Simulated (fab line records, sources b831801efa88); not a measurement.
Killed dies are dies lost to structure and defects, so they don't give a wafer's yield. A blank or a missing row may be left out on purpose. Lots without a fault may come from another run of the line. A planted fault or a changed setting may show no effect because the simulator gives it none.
Which tool did it? | flow sky130 | 14 lots, 42 wafers sampled, at 2 steps of a route of 708

WHAT THE GAUGES READ, wafer by wafer
The record holds no reading of a measuring or inspecting step that can be judged against a usual standard deviation.

WHICH TOOL RAN EACH LOT (tool, then ch and the chambers of the sampled wafers, then the start)
lot  | SKY_LDD_N_IMPLANT_12            | SKY_PAD_OPEN_PROBE_99
L293 | implanter-01 ch 0, day 17 16:10 | -
L294 | implanter-01 ch 0, day 18 03:41 | -
L295 | implanter-02 ch 0, day 18 21:11 | -
L300 | implanter-01 ch 0, day 20 08:05 | -
L301 | implanter-04 ch 0, day 20 14:45 | -
L303 | implanter-01 ch 0, day 21 04:57 | -
L306 | implanter-04 ch 0, day 22 18:41 | -
L308 | implanter-04 ch 0, day 23 03:19 | -
L309 | implanter-01 ch 0, day 23 13:28 | -
L310 | implanter-04 ch 0, day 23 18:02 | -
L312 | implanter-01 ch 0, day 24 16:20 | prober-01, day 50 03:29
L313 | implanter-04 ch 0, day 24 20:34 | -
L314 | implanter-01 ch 0, day 25 08:22 | -
L315 | implanter-04 ch 0, day 25 09:22 | -
- SKY_LDD_N_IMPLANT_12
- SKY_PAD_OPEN_PROBE_99

WHAT THE TOOLS THEMSELVES READ (means of the sampled wafers that have a number; where no wafer has one, the mark that the record gives instead)
SKY_LDD_N_IMPLANT_12. Usual: beam_energy_keV 50.000, standard deviation 0.016.
lot  | tool         | beam_energy_keV | flag
L293 | implanter-01 | 49.998          |
L294 | implanter-01 | 50.000          |
L295 | implanter-02 | 50.014          |
L300 | implanter-01 | 39.567          | OFF
L301 | implanter-04 | 49.997          |
L303 | implanter-01 | 39.602          | OFF
L306 | implanter-04 | 49.999          |
L308 | implanter-04 | 50.010          |
L309 | implanter-01 | 49.992          |
L310 | implanter-04 | 49.983          |
L312 | implanter-01 | 49.997          |
L313 | implanter-04 | 50.016          |
L314 | implanter-01 | 49.980          |
L315 | implanter-04 | 50.005          |

SKY_PAD_OPEN_PROBE_99. Usual: killed_at_M0_to_M3 42, standard deviation 6.1; killed_at_M4_up 3.1, standard deviation 1.7; killed_at_contacts 24, standard deviation 5.5; killed_at_front_end 16, standard deviation 4.1; killed_at_other 0.3, standard deviation 0.57; killed_dies 86, standard deviation 8.2; killed_open 47, standard deviation 6.8; killed_short 38, standard deviation 5.8.
lot  | tool      | killed_at_M0_to_M3 | killed_at_M4_up | killed_at_contacts | killed_at_front_end | killed_at_other | killed_dies | killed_open | killed_short | flag
L312 | prober-01 | 48                 | 5.0             | 19                 | 13                  | 0.0             | 85          | 49          | 36           |

THE ANSWER, worked out from the rows above alone
Rule: a lot is off if the mean of its wafers that have a number lies more than 3 standard deviations from the usual mean. A lot without any number at a reading at which 4 lots or more have one is off too. The other lots that the step has rows for count as sound. The gauges are gone through in route order, then the tools' own readings, and for those a lot's mean is taken as printed above. The first step at which some lot is off is used, and at that step the reading that is off furthest; a lot without a number counts as furthest.
Off: L300, L303, at SKY_LDD_N_IMPLANT_12 (beam_energy_keV).
A tool fits if, at that step or a process step before it, it ran every lot that is off, and no sound lot after the first of them. None of those tried fits.

WHAT THE SIMULATOR HAD PUT IN
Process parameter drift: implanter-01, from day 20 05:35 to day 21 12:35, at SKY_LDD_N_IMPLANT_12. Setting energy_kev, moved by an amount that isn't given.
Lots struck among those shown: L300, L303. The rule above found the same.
